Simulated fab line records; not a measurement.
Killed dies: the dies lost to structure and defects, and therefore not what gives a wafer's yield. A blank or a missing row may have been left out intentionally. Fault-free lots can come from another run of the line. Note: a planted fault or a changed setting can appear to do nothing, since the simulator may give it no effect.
Code-filled problem report in 8D (eight disciplines) form :: flow sky130 :: the parts of the form that need people (team, actions taken, sign-off) are left out

1. WHAT WENT WRONG
SD_N_RS at SKY_SD_N_RS_MEAS_16 reads a mean of 71.24 ohm/sq on 6 wafers of 2 lots; wafers without a fault read 68.58 ohm/sq with a standard deviation of 0.13. Relative to the usual mean, that is a shift of +20 standard deviations.
The step: measures by four-point-probe.
The first sign was on wafer L234.1 at day 32 04:29, on filmMetro-02. The record holds 33 wafers of 11 lots with a number at this step. Rule for "out", or "out of limits": more than 4 standard deviations from the usual mean. All remaining wafers that have a number are taken as sound.

2. WHAT IT IS, WHAT IT ISN'T
question: which readings at this step
is: SD_N_RS
is not: -

question: which lots
is: L234, L236
is not: L222, L227, L228, L229, L231, L232, L239, L240, L242

question: which wafers of those lots
is: all that have a number
is not: -

question: read on which gauges
is: filmMetro-01, filmMetro-02
is not: filmMetro-03

question: when
is: from day 32 04:29
is not: up to then (18 sound wafers); but 9 sound wafers of L239, L240, L242 came after

3. WHAT RULES OUT EACH SUSPECT
Counting: a tool at any process step up to the reading remains a suspect when it ran all the lots that are out and ran no sound lot after the first of those.
- the gauge at SKY_SD_N_RS_MEAS_16 is ruled out. Those wafers that are out were read across 2 gauges (filmMetro-01, filmMetro-02).
- rtpAnneal-02 at SKY_SD_N_RTA_14 (time 2 s): kept. It processed each lot that is out, first L234 at day 32 04:19, and no sound lot thereafter; up to then, the last sound lot it processed was L232 at day 31 14:08.
Remaining after the count: rtpAnneal-02 at SKY_SD_N_RTA_14.

4. THE CAUSE (what the simulator had put in)
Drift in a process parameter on rtpAnneal-02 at SKY_SD_N_RTA_14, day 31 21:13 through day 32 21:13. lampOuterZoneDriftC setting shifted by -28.
Only this tool survived the counting.

5. THE EFFECT CHAIN, in route order
Rows list readings where the struck wafers' mean (over those with a number) sits beyond 3 standard deviations from the usual. Only readings whose record carries a usual standard deviation are examined. hours: median over the lots of the time between each lot's start at the first step of this table that gives one and its start at this step. sigmas: the change, counted in usual standard deviations.
hours: 0
step: SKY_SD_N_RS_MEAS_16
reading: SD_N_RS
usual: 68.58 ohm/sq
on struck wafers: 71.24
change: +2.66
sigmas: +20

hours: 0
step: SKY_SD_N_RS_MEAS_17
reading: SD_P_RS
usual: 147.7 ohm/sq
on struck wafers: 163.2
change: +15.5
sigmas: +36

6. HOW IT WOULD HAVE BEEN CAUGHT EARLIER
The first out-of-limits reading at a measuring or inspecting step in this record came at day 32 04:29, 7 hours after the fault's start at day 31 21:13.
Of the tool readings at SKY_SD_N_RTA_14 for which the record gives a usual standard deviation, none was out on any struck wafer, so an alarm limit of 4 standard deviations on them would not have fired.
L236, from the lots that are out (2), started SKY_SD_N_RTA_14 on rtpAnneal-02 later than day 32 04:29. It would have been spared by a hold on the tool at that moment.
